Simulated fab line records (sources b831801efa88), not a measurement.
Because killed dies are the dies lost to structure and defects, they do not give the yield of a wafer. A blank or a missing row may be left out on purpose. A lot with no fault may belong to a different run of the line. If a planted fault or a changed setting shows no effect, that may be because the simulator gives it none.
fab line records ; flow gf180mcu
[record] lots = 15; wafers = 45; lastDay = 34
route steps=602 shown V5@542
lots untouched by any fault: they come from a run of this same line in which no faults occurred
startH: start of the lot's first displayed wafer, in hours after the record's first day ; waitH: hours since the lot's step before ; " as in the row above ; L1.1+2: one row covering several wafers at once ; - value missing, or start not given ; * or withheld: withheld ; < > ~ a bound
route shown NAME@n: NAME is a module with steps in the file, n the number in the route of the first one ; usual: mean/standard deviation taken from wafers without a fault ; same: alike in all rows ; chamber/n: place in a boat ; sites: readings site by site ; _std_site: how widely they spread, as a standard deviation ; _edge_site: mean of outer sites minus mean of inner sites ; radiusMm: how far each site lies from the wafer's centre ; mask NAME#n: copy n ; behind: the last tool/chamber to shape the wafer ; hold: why the lot went on hold/how many hours it stayed there/how the hold came to an end ; device: transistor that didn't switch, given as n, p or np ; end of line: tests of these same wafers at the route's end ; for a step that has no rows: nothing shown but its recipe ; killed: the dies lost at the first sort to structure and to defects; this is not the yield of the wafer ; map: dies across one wafer; x = killed, . = not, _ = none there
set.NAME: the setting the step ran with; set.NAME@STEP: the setting that earlier step ran with ; model.NAME: the simulator's own value behind a step, which no gauge read
one table for each step of the route and one row for each wafer, over a sample of lots
services: the hour from which a tool's chamber was out of use, counted from the record's first day as startH (under 0 if before that day), plus the number of hours and why
[[steps]]
[step GF_V5_CVD_02]
[recipe] material = SiO2; targetThkNm = 1450; precursor = TEOS; tempC = 400; timeS = 163.28; rfW = 600
[usual] heaterPowerW = 657/85
lot.wafer;tool;chamber;startH;waitH;heaterPowerW
L248.1;pecvd-04;0;619.39;0.1;702
L248.3;pecvd-04;1;619.39;0.1;761
L248.6;pecvd-04;0;619.39;0.1;763
L249.1;pecvd-01;1;629.61;0.1;692
L249.2;pecvd-01;2;629.61;0.1;753
L249.4;pecvd-01;0;629.61;0.1;577
L250.1;pecvd-01;2;632.03;0.1;733
L250.3;pecvd-01;1;632.03;0.1;607
L250.4;pecvd-01;2;632.03;0.1;773
L256.1;pecvd-04;2;690.66;0.1;453
L256.4;pecvd-04;2;690.66;0.1;520
L256.5;pecvd-04;1;690.66;0.1;603
L258.1;pecvd-03;1;696.38;0.1;731
L258.2;pecvd-03;0;696.38;0.1;657
L258.4;pecvd-03;2;696.38;0.1;469
L260.1;pecvd-04;2;712.04;0.1;523
L260.3;pecvd-04;0;712.04;0.1;718
L260.5;pecvd-04;0;712.04;0.1;619
L261.3;pecvd-01;1;714.72;0.0;746
L261.5;pecvd-01;0;714.72;0.0;710
L261.6;pecvd-01;1;714.72;0.0;602
L262.1;pecvd-04;2;726.78;0.1;527
L262.5;pecvd-04;0;726.78;0.1;707
L262.6;pecvd-04;2;726.78;0.1;554
L263.1;pecvd-04;0;735.52;0.1;736
L263.3;pecvd-04;2;735.52;0.1;460
L263.5;pecvd-04;1;735.52;0.1;714
L265.4;pecvd-04;2;746.05;0.1;571
L265.5;pecvd-04;0;746.05;0.1;599
L265.6;pecvd-04;1;746.05;0.1;721
L264.3;pecvd-01;2;747.34;0.0;797
L264.4;pecvd-01;2;747.34;0.0;630
L264.5;pecvd-01;0;747.34;0.0;689
L266.1;pecvd-01;0;749.56;0.1;690
L266.4;pecvd-01;0;749.56;0.1;572
L266.6;pecvd-01;1;749.56;0.1;596
L267.1;pecvd-01;0;756.08;0.1;635
L267.2;pecvd-01;2;756.08;0.1;684
L267.6;pecvd-01;0;756.08;0.1;710
L268.2;pecvd-04;2;766.96;0.0;471
L268.3;pecvd-04;1;766.96;0.0;702
L268.4;pecvd-04;1;766.96;0.0;590
L269.3;pecvd-04;1;768.65;0.0;699
L269.4;pecvd-04;1;768.65;0.0;724
L269.5;pecvd-04;0;768.65;0.0;607
[step GF_V5_PEB_12]
[recipe] pebTempC = 135; pebTimeS = 94.44; resist = KrF
[usual] chillPlateTempC = 23.02/0.091; exhaustPa = 45.0/0.88; plateSensorTCentreC = 136.13/0.0099; plateSensorTEdgeC = 136.29/0.0093; resistLineTempC = 23.00/0.1
lot.wafer;tool;chamber;startH;waitH;chillPlateTempC;exhaustPa;plateSensorTCentreC;plateSensorTEdgeC;resistLineTempC
L248.1;lithoTrack-01;0;642.92;-;23.05;44.5;136.13;136.31;22.98
L248.3;lithoTrack-01;0;642.92;-;22.99;45.3;136.14;136.29;23.13
L248.6;lithoTrack-01;0;642.92;-;23.12;43.9;136.12;136.29;23.04
L249.1;lithoTrack-04;0;650.20;-;23.04;45.2;136.14;136.3;23.08
L249.2;lithoTrack-04;0;650.20;-;23.08;43.8;136.11;136.29;22.98
L249.4;lithoTrack-04;0;650.20;-;22.97;43.8;136.12;136.3;22.93
L250.1;lithoTrack-04;0;654.05;-;22.88;43.7;136.14;136.31;23.05
L250.3;lithoTrack-04;0;654.05;-;23.11;44.9;136.14;136.3;22.89
L250.4;lithoTrack-04;0;654.05;-;22.97;44.6;136.14;136.27;22.98
L256.1;lithoTrack-02;0;709.11;-;22.89;44.9;136.12;136.28;22.93
L256.4;lithoTrack-02;0;709.11;-;22.85;46.4;136.13;136.31;22.84
L256.5;lithoTrack-02;0;709.11;-;22.90;46.2;136.14;136.28;23.00
L258.1;lithoTrack-01;0;714.57;-;23.02;44.2;136.13;136.28;23.21
L258.2;lithoTrack-01;0;714.57;-;23.10;45.5;136.13;136.29;23.22
L258.4;lithoTrack-01;0;714.57;-;22.93;45.4;136.13;136.3;23.11
L260.1;lithoTrack-02;-;729.46;-;-;-;-;-;-
L260.3;lithoTrack-02;-;729.46;-;-;-;-;-;-
L260.5;lithoTrack-02;-;729.46;-;-;-;-;-;-
L261.3;lithoTrack-04;-;732.97;-;-;-;-;-;-
L261.5;lithoTrack-04;-;732.97;-;-;-;-;-;-
L261.6;lithoTrack-04;-;732.97;-;-;-;-;-;-
L262.1;lithoTrack-02;-;743.61;-;-;-;-;-;-
L262.5;lithoTrack-02;-;743.61;-;-;-;-;-;-
L262.6;lithoTrack-02;-;743.61;-;-;-;-;-;-
L263.1;lithoTrack-04;0;752.55;-;23.07;46.3;136.1;136.29;23.22
L263.3;lithoTrack-04;0;752.55;-;23.00;47.6;136.12;136.29;23.07
L263.5;lithoTrack-04;0;752.55;-;23.15;44.7;136.14;136.3;23.04
L265.4;lithoTrack-04;0;762.80;-;23.05;45.9;136.14;136.3;22.91
L265.5;lithoTrack-04;0;762.80;-;23.09;45.0;136.12;136.29;22.88
L265.6;lithoTrack-04;0;762.80;-;23.19;45.4;136.13;136.3;22.96
L264.3;lithoTrack-04;0;764.52;-;22.99;44.2;136.14;136.29;23.02
L264.4;lithoTrack-04;0;764.52;-;23.07;44.1;136.11;136.31;23.03
L264.5;lithoTrack-04;0;764.52;-;23.16;43.3;136.14;136.31;23.06
L266.1;lithoTrack-04;0;766.00;-;23.03;46.9;136.12;136.29;23.27
L266.4;lithoTrack-04;0;766.00;-;22.95;46.4;136.14;136.3;23.08
L266.6;lithoTrack-04;0;766.00;-;23.05;46.7;136.13;136.28;23.07
L267.1;lithoTrack-01;0;772.57;-;23.15;45.5;136.13;136.3;23.03
L267.2;lithoTrack-01;0;772.57;-;22.94;45.9;136.14;136.29;22.88
L267.6;lithoTrack-01;0;772.57;-;23.05;46.4;136.13;136.3;22.94
L268.2;lithoTrack-04;0;782.74;-;22.96;44.7;136.14;136.29;23.01
L268.3;lithoTrack-04;0;782.74;-;22.99;46.2;136.16;136.3;23.09
L268.4;lithoTrack-04;0;782.74;-;23.03;47.0;136.14;136.31;23.11
L269.3;lithoTrack-04;0;784.22;-;23.15;44.6;136.13;136.28;22.99
L269.4;lithoTrack-04;0;784.22;-;22.95;45.8;136.12;136.29;22.98
L269.5;lithoTrack-04;0;784.22;-;23.10;44.6;136.11;136.29;22.99
[step GF_V5_CD_MEAS_14]
[recipe] targetCdNm = 260
[usual] cdNm = 260.2/1.2
lot.wafer;tool;chamber;startH;waitH;cdNm
L248.1;cdSem-01;-;643.27;0.1;260.6
L248.3;cdSem-01;-;643.27;0.1;261.2
L248.6;cdSem-01;-;643.27;0.1;260.7
L249.1;cdSem-01;-;650.55;0.1;260.7
L249.2;cdSem-01;-;650.55;0.1;259.6
L249.4;cdSem-01;-;650.55;0.1;260.8
L250.1;cdSem-01;-;654.40;0.1;258.1
L250.3;cdSem-01;-;654.40;0.1;258.9
L250.4;cdSem-01;-;654.40;0.1;258.9
L256.1;cdSem-01;-;709.46;0.1;260.5
L256.4;cdSem-01;-;709.46;0.1;260.3
L256.5;cdSem-01;-;709.46;0.1;261.4
L258.1;cdSem-02;-;714.92;0.1;260.6
L258.2;cdSem-02;-;714.92;0.1;260.1
L258.4;cdSem-02;-;714.92;0.1;260.7
L260.1;cdSem-02;-;729.81;0.1;-
L260.3;cdSem-02;-;729.81;0.1;-
L260.5;cdSem-02;-;729.81;0.1;-
L261.3;cdSem-02;-;733.29;0.1;-
L261.5;cdSem-02;-;733.29;0.1;-
L261.6;cdSem-02;-;733.29;0.1;-
L262.1;cdSem-01;-;743.96;0.1;-
L262.5;cdSem-01;-;743.96;0.1;-
L262.6;cdSem-01;-;743.96;0.1;-
L263.1;cdSem-02;-;752.90;0.1;261.3
L263.3;cdSem-02;-;752.90;0.1;260.4
L263.5;cdSem-02;-;752.90;0.1;260.4
L265.4;cdSem-01;-;763.11;0.1;260.0
L265.5;cdSem-01;-;763.11;0.1;260.5
L265.6;cdSem-01;-;763.11;0.1;258.7
L264.3;cdSem-02;-;764.84;0.1;259.7
L264.4;cdSem-02;-;764.84;0.1;258.9
L264.5;cdSem-02;-;764.84;0.1;259.1
L266.1;cdSem-02;-;766.35;0.1;260.0
L266.4;cdSem-02;-;766.35;0.1;260.4
L266.6;cdSem-02;-;766.35;0.1;259.2
L267.1;cdSem-02;-;772.92;0.1;262.1
L267.2;cdSem-02;-;772.92;0.1;261.6
L267.6;cdSem-02;-;772.92;0.1;262.0
L268.2;cdSem-02;-;783.07;0.1;260.3
L268.3;cdSem-02;-;783.07;0.1;259.7
L268.4;cdSem-02;-;783.07;0.1;258.7
L269.3;cdSem-01;-;784.54;0.1;259.8
L269.4;cdSem-01;-;784.54;0.1;260.8
L269.5;cdSem-01;-;784.54;0.1;259.7
[step GF_V5_OVL_MEAS_15]
[usual] V5_OVL = 0/6.5
lot.wafer;tool;chamber;startH;waitH;V5_OVL[nm]
L248.1;overlay-02;-;643.39;0.1;8
L248.3;overlay-02;-;643.39;0.1;5
L248.6;overlay-02;-;643.39;0.1;4
L249.1;overlay-01;-;650.67;0.1;-1
L249.2;overlay-01;-;650.67;0.1;2
L249.4;overlay-01;-;650.67;0.1;7
L250.1;overlay-02;-;654.52;0.1;7
L250.3;overlay-02;-;654.52;0.1;7
L250.4;overlay-02;-;654.52;0.1;0
L256.1;overlay-02;-;709.58;0.1;-9
L256.4;overlay-02;-;709.58;0.1;-9
L256.5;overlay-02;-;709.58;0.1;-5
L258.1;overlay-01;-;715.04;0.1;-10
L258.2;overlay-01;-;715.04;0.1;-11
L258.4;overlay-01;-;715.04;0.1;-10
L260.1;overlay-01;-;729.93;0.1;-
L260.3;overlay-01;-;729.93;0.1;-
L260.5;overlay-01;-;729.93;0.1;-
L261.3;overlay-01;-;733.39;0.1;-
L261.5;overlay-01;-;733.39;0.1;-
L261.6;overlay-01;-;733.39;0.1;-
L262.1;overlay-02;-;744.08;0.1;-
L262.5;overlay-02;-;744.08;0.1;-
L262.6;overlay-02;-;744.08;0.1;-
L263.1;overlay-02;-;753.02;0.1;0
L263.3;overlay-02;-;753.02;0.1;-8
L263.5;overlay-02;-;753.02;0.1;-2
L265.4;overlay-01;-;763.19;0.1;-4
L265.5;overlay-01;-;763.19;0.1;-6
L265.6;overlay-01;-;763.19;0.1;1
L264.3;overlay-02;-;764.94;0.1;13
L264.4;overlay-02;-;764.94;0.1;6
L264.5;overlay-02;-;764.94;0.1;9
L266.1;overlay-02;-;766.47;0.1;8
L266.4;overlay-02;-;766.47;0.1;8
L266.6;overlay-02;-;766.47;0.1;10
L267.1;overlay-01;-;773.04;0.1;-7
L267.2;overlay-01;-;773.04;0.1;-11
L267.6;overlay-01;-;773.04;0.1;-4
L268.2;overlay-01;-;783.18;0.1;-6
L268.3;overlay-01;-;783.18;0.1;-13
L268.4;overlay-01;-;783.18;0.1;-8
L269.3;overlay-02;-;784.64;0.1;-10
L269.4;overlay-02;-;784.64;0.1;-3
L269.5;overlay-02;-;784.64;0.1;-4
[[services]]
tool;chamber;startH;hours;kind
pecvd-04;-;596.81;14.0;pm
pecvd-04;0;596.81;14.0;ventCycle
pecvd-04;1;596.81;14.0;ventCycle
pecvd-04;2;596.81;14.0;ventCycle
pecvd-04;0;610.81;-;clean
pecvd-04;1;610.81;-;clean
pecvd-04;2;610.81;-;clean
pecvd-01;-;612.58;2.8;pm
pecvd-01;-;645.03;1.4;repair
pecvd-01;-;661.37;6.0;pm
lithoTrack-01;-;661.81;-;consumableReplace:filter
pecvd-03;-;683.98;2.8;pm
pecvd-01;1;716.08;12.7;repair
[[key]]
[firstSign] step = GF_V5_PEB_12; reading = toolRecord; direction = missing
effect none on later readings
metAt GF_V5_PEB_12
struckLots L260,L261,L262
laterRowsLeftOut L260.1,L260.3,L260.5,L261.3,L261.5,L261.6,L262.1,L262.5,L262.6
sortLeftOut L260.1,L260.3,L260.5,L261.3,L261.5,L261.6,L262.1,L262.5,L262.6
notActingAt GF_V5_CVD_02,GF_V5_CD_MEAS_14,GF_V5_OVL_MEAS_15
onsetBetween 709.11 729.46
[fault] kind = skippedStepWhole; tool = lithoTrack-02,lithoTrack-04; chamber = -; onsetH = 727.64; steps = GF_V5_PEB_12; scope = struckLotsOnly
// sortLeftOut: the simulated sort isn't trusted on such a fault, so these wafers' sort isn't shown, and their yield isn't known
// laterRowsLeftOut: the simulator's readings of these wafers behind a module that went badly wrong aren't trusted and aren't shown, but for the sort
